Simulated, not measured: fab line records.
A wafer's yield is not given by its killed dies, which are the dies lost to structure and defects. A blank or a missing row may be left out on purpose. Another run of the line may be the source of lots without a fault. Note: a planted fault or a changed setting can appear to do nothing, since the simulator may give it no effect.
Chamber matching -- flow gf180mcu -- GF_V5_CVD_02 on pecvd-01: 3 sister chambers
The step deposits SiO2 from TEOS, target thk 1450 nm, time 163.28 s. 6 wafers are shown with their chamber, then 7 later ones without.

== WAFERS PAIRED WITH THEIR CHAMBERS ==
wafer,chamber,heater-power-w (W)
L294.1,1,709
L294.4,0,497
L295.1,1,732
L295.6,2,630
L298.1,2,665
L298.4,0,429

== WAFERS WHOSE CHAMBER IS MISSING ==
wafer,heater-power-w (W)
L298.6,759
L300.1,712
L300.3,515
L300.5,591
L302.2,649
L302.3,700
L302.4,417

== WHICH CHAMBER EACH WENT THROUGH ==
wafer,from the rows above,in truth
L298.6,1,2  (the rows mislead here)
L300.1,can't be placed: 1 or 2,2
L300.3,0,0
L300.5,2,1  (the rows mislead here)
L302.2,2,2
L302.3,can't be placed: 1 or 2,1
L302.4,0,0
Placed correctly: 3 of 7. Not placeable from these rows: 2 (in 2, the candidates include the true chamber). Placed wrongly: 2.
How it was worked out, from the rows above alone: a wafer's distance from a chamber is the root of the sum, over the readings, of the square of ((its reading less the chamber's mean) divided by the reading's scatter). If the next closest chamber is less than 2 further off than the closest, the wafer can't be placed; otherwise it belongs to the closest. A chamber's mean is the mean of its shown wafers. The scatter: take each reading less its chamber's mean, square it, sum over the shown wafers, divide by the number of wafers less the number of chambers, and take the root.
